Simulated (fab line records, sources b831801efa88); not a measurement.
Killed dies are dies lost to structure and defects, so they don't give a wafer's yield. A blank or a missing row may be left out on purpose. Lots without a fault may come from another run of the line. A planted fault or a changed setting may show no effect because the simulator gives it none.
Which tool did it? | flow sky130 | 12 lots, 36 wafers sampled, at 3 steps of a route of 708

WHAT THE GAUGES READ, wafer by wafer
SKY_SONOS_ONO_OVL_MEAS_14.
lot  | measured     | on         | SONOS_ONO_OVL (nm)
L215 | day 12 22:01 | overlay-02 | -0.5 1.0 -0.3
L218 | day 14 00:29 | overlay-01 | -2.0 -1.2 1.3
L219 | day 14 02:52 | overlay-01 | -1.0 -1.7 -0.5
L220 | day 14 12:46 | overlay-01 | -1.2 -2.1 -2.9
L221 | day 14 18:01 | overlay-01 | -0.1 0.2 -0.2
L223 | day 15 17:58 | overlay-02 | 0.5 -0.2 0.3
L224 | day 15 19:52 | overlay-01 | -1.1 -1.1 -1.8
L228 | day 17 03:11 | overlay-01 | -0.8 -0.5 -0.2
L235 | day 19 15:58 | overlay-01 | -0.8 -0.4 -0.5
L237 | day 20 08:11 | overlay-01 | -0.7 1.3 -1.4
L236 | day 20 12:04 | overlay-01 | -0.5 -1.5 -1.5
L238 | day 21 04:22 | overlay-02 | 0.5 0.0 -0.6

SKY_GATE_OXIDE_OVL_MEAS_10.
lot  | measured     | on         | GATE_OXIDE_OVL (nm)
L215 | day 14 02:31 | overlay-01 | -1.0 -0.3 -0.9
L218 | day 15 04:20 | overlay-01 | -0.8 0.1 -0.9
L219 | day 15 08:49 | overlay-02 | -0.5 -0.1 -0.6
L220 | day 15 17:26 | overlay-01 | 0.7 1.8 -1.5
L221 | day 16 00:41 | overlay-02 | 0.1 0.8 3.0
L223 | day 17 01:17 | overlay-01 | -0.9 -0.9 1.4
L224 | day 17 03:39 | overlay-02 | 0.8 1.9 0.0
L228 | day 18 10:53 | overlay-02 | -1.2 0.8 1.4
L235 | day 21 02:27 | overlay-01 | 0.5 -0.4 0.6
L237 | day 21 16:44 | overlay-01 | -1.3 -1.7 -2.6
L236 | day 21 20:59 | overlay-01 | 0.1 -2.0 -0.5
L238 | day 22 13:17 | overlay-02 | 0.1 -0.6 -1.6

WHICH TOOL RAN EACH LOT (tool, then ch and the chambers of the sampled wafers, then the start)
lot  | SKY_SONOS_ONO_STRIP_17
L215 | plasma_asher-03 ch 0,1, day 12 22:10
L218 | plasma_asher-03 ch 0,1, day 14 00:38
L219 | plasma_asher-02 ch 0,1, day 14 03:01
L220 | plasma_asher-03 ch 0,1, day 14 12:55
L221 | plasma_asher-02 ch 0,1, day 14 18:10
L223 | plasma_asher-03 ch 0,1, day 15 18:07
L224 | plasma_asher-04 ch 0,1, day 15 20:01
L228 | plasma_asher-03 ch 0,1, day 17 03:22
L235 | plasma_asher-04 ch 0,1, day 19 16:07
L237 | plasma_asher-04 ch 0,1, day 20 08:20
L236 | plasma_asher-04 ch 0,1, day 20 12:23
L238 | plasma_asher-02 ch 0,1, day 21 04:36
- SKY_SONOS_ONO_STRIP_17: strips in O2/N2.

WHAT THE TOOLS THEMSELVES READ (means of the sampled wafers that have a number; where no wafer has one, the mark that the record gives instead)
SKY_SONOS_ONO_STRIP_17.
lot  | tool            | drypump_motor_current_A (A) | oes_product_au (a.u.) | strip_time_to_endpoint_s (s)
L215 | plasma_asher-03 | 6.0                         | 0.712                 | 14.02
L218 | plasma_asher-03 | 6.0                         | 0.705                 | 14.04
L219 | plasma_asher-02 | 5.6                         | 0.711                 | 14.14
L220 | plasma_asher-03 | 6.3                         | 0.713                 | 14.10
L221 | plasma_asher-02 | 5.6                         | 0.710                 | 14.09
L223 | plasma_asher-03 | 6.3                         | 0.706                 | 14.11
L224 | plasma_asher-04 | 6.2                         | 0.708                 | 14.06
L228 | plasma_asher-03 | 6.3                         | 0.711                 | 14.12
L235 | plasma_asher-04 | 6.2                         | 0.710                 | 14.08
L237 | plasma_asher-04 | 6.1                         | 0.709                 | 14.07
L236 | plasma_asher-04 | 6.1                         | 0.714                 | 14.16
L238 | plasma_asher-02 | 5.9                         | 0.712                 | 14.11

THE ANSWER, worked out from the rows above alone
Rule: what is usual is taken from the lots themselves. Put in order of their means at a reading, lots are off if they are a third of the lots or fewer, leave a main group of 4 or more, and stand apart from it by a gap of 3 or more times the standard deviation of the main group's means; of several such gaps the widest counts. A main group whose means are all the same, to the digits that the tables above print for the reading, isn't used. A lot without any number at a reading at which 4 lots or more have one is off too. The other lots that the step has rows for count as sound. The gauges are gone through in route order, then the tools' own readings, and for those a lot's mean is taken as printed above. The first step at which some lot is off is used, and at that step the reading that is off furthest; a lot without a number counts as furthest.
No lot is off at any reading shown: from this, nothing can be told.

WHAT THE SIMULATOR HAD PUT IN
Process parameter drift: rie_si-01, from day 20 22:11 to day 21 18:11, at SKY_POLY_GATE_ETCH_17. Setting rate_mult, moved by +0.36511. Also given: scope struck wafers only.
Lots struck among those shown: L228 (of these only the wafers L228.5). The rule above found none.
